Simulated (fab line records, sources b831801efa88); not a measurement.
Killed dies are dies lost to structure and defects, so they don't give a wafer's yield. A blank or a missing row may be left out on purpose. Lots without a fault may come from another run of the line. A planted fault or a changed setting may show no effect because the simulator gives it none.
A struck lot beside a sound one | flow gf180mcu | 15 steps out of a route of 602
Sound: wafers L941.2, L941.3, L941.5. Struck: wafers L951.4, L951.6. (L951.1 of the same lot was not struck and is left out.) The cause comes at the end.
At each step with rows: each side's tool, then ch and its chambers, then its first start. Under that, the readings that differ: sound wafers | struck wafers | difference of the means | sigmas: that difference in standard deviations of wafers without a fault.
alike: readings whose means differ by less than 2 such deviations, and words and numbers that are the same on both sides. not compared: withheld readings, readings that some wafer has no value for, bounds like >300 that may hide the same value, and numbers for which the record gives no deviation and whose values overlap.
The two part at a step that has a row with sigmas, a row that says differs or no value, or rows on one side only. Numbers that don't overlap but have no deviation are shown without sigmas and don't part them. A reading that every wafer of one side lacks parts them only if that side has two wafers or more.

GF_V5_CMP_04: polishes SiO2.
  sound on cmp-01 ch 0,1,2, day 27 16:23; struck on cmp-02 ch 1,2, day 30 10:41
  reading                      | sound             | struck      | difference | sigmas
  retaining_ring_pressure_frac | 1.005 1.007 1.002 | 0.995 0.991 | -0.012     | -2
  alike: motor_current_A
GF_V5_BOW_MEAS_05:
  sound on film_metro-01, day 27 16:42; struck on film_metro-01, day 30 10:59
  alike: V5_BOW
then, 8 steps without rows for these wafers: GF_V5_DEHYDRATE_06 (time 60 s); GF_V5_HMDS_07 (prime time 60 s); GF_V5_COAT_08; GF_V5_COAT_09 (resist thk 1000 nm); GF_V5_SOFTBAKE_10 (time 60 s); GF_V5_EXPOSE_11 (exposes mask Via5, target cd 260 nm); GF_V5_PEB_12 (peb time 90 s); GF_V5_DEVELOP_13 (develop time 60 s).
GF_V5_CD_MEAS_14: target cd 260 nm.
  sound on cd_sem-02, day 28 12:43; struck on cd_sem-02, day 31 05:23
  reading    | sound             | struck      | difference | sigmas
  cd_nm (nm) | 261.5 260.9 260.8 | 257.3 259.7 | -2.6       | -2
GF_V5_OVL_MEAS_15:
  sound on overlay-01, day 28 12:49; struck on overlay-02, day 31 05:30
  alike: V5_OVL
GF_V5_ETCH_16: etches BARC in N2/H2.
  sound on rie_diel-02 ch 1,2,3, day 28 12:51; struck on rie_diel-03 ch 1, day 31 05:32
  reading    | sound           | struck    | difference | sigmas
  bias_w (W) | 99.6 100.2 99.9 | 93.5 93.3 | -6.5       | -20
  alike: drypump_motor_current_A, oes_product_au, throttle_valve_pct
GF_V5_ETCH_17: etches SiO2 in C4F8/O2/Ar, stops on TiN, target depth 855 nm.
  sound on rie_diel-02 ch 1,2,3; struck on rie_diel-03 ch 1
  alike: bias_w, oes_product_au
then, 1 step without rows for these wafers: GF_PASSIVATION_PROBE_99.

WHERE THEY PART
First at GF_V5_CMP_04; last, within this record, at GF_V5_ETCH_16. Later steps at which nothing parts them and some readings are alike: GF_V5_ETCH_17.

WHY: what the simulator had put in
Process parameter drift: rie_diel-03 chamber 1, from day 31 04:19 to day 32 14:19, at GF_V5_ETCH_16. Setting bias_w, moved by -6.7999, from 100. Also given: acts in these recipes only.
